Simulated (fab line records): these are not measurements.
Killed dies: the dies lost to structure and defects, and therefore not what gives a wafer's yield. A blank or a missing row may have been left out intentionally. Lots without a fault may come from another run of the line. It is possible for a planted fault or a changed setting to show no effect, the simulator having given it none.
Which of the tools did it? | flow sky130 | 10 lots, 30 wafers sampled, at 2 steps of a route of 708

## WHAT THE GAUGES READ, wafer by wafer
SKY_SPACER_THK_MEAS_01.
lot  | measured     | on            | SPACER_CVD_00_THK (nm)
L565 | day 24 08:57 | film metro-02 | 43.0 43.1 42.7
L566 | day 24 18:08 | film metro-02 | 42.6 42.8 42.5
L567 | day 24 22:20 | film metro-01 | 42.6 42.2 43.2
L568 | day 25 12:30 | film metro-02 | 43.2 43.7 43.0
L570 | day 26 01:38 | film metro-02 | 42.4 42.0 41.9
L571 | day 26 07:01 | film metro-01 | 42.8 43.2 42.6
L574 | day 27 06:17 | film metro-01 | 43.8 43.4 43.4
L580 | day 29 08:11 | film metro-03 | 31.9 32.0 31.9 31.8 32.0 31.9
L582 | day 30 00:21 | film metro-02 | 43.0 43.3 43.4
L584 | day 30 15:22 | film metro-03 | 42.6 42.4 42.6

## TOOL THAT RAN EACH LOT (tool first, then ch and the chambers of the sampled wafers, then the start)
lot  | SKY_SPACER_CVD_00
L565 | lpcvd-02 ch 1, day 24 07:44
L566 | lpcvd-02 ch 1, day 24 16:19
L567 | lpcvd-02 ch 1, day 24 20:31
L568 | lpcvd-02 ch 1, day 25 11:17
L570 | lpcvd-02 ch 1, day 26 00:26
L571 | lpcvd-02 ch 0, day 26 05:47
L574 | lpcvd-02 ch 1, day 27 05:05
L580 | lpcvd-02 ch 0, day 29 06:22
L582 | lpcvd-02 ch 1, day 29 23:09
L584 | lpcvd-02 ch 1, day 30 14:08
- SKY_SPACER_CVD_00: deposits Si3N4 from DCS/NH3, target thk 43.1 nm, time 740 s.

## THE ANSWER, worked out from the rows above alone
Rule: what is usual is taken from the lots themselves. Put in order of their means at a reading, lots are off if they are a third of the lots or fewer, leave a main group of 4 or more, and stand apart from it by a gap of 3 or more times the standard deviation of the main group's means; of several such gaps the widest counts. If all means in a main group match to the digits the tables above print for the reading, that group is not used. Also off: a lot with no number at a reading for which 4 or more lots have one. All remaining lots with rows at the step are treated as sound.
Off: at SKY_SPACER_THK_MEAS_01 (SPACER_CVD_00_THK), L580. Mean 42.9 nm and standard deviation 0.42 in the main group.
A tool fits if, at a process step before that reading, it ran every lot that is off, and no sound lot after the first of them. Gauges at SKY_SPACER_THK_MEAS_01: tried the same way as those tools. Not one of the candidates tried fits.

## WHAT THE SIMULATOR HAD PUT IN
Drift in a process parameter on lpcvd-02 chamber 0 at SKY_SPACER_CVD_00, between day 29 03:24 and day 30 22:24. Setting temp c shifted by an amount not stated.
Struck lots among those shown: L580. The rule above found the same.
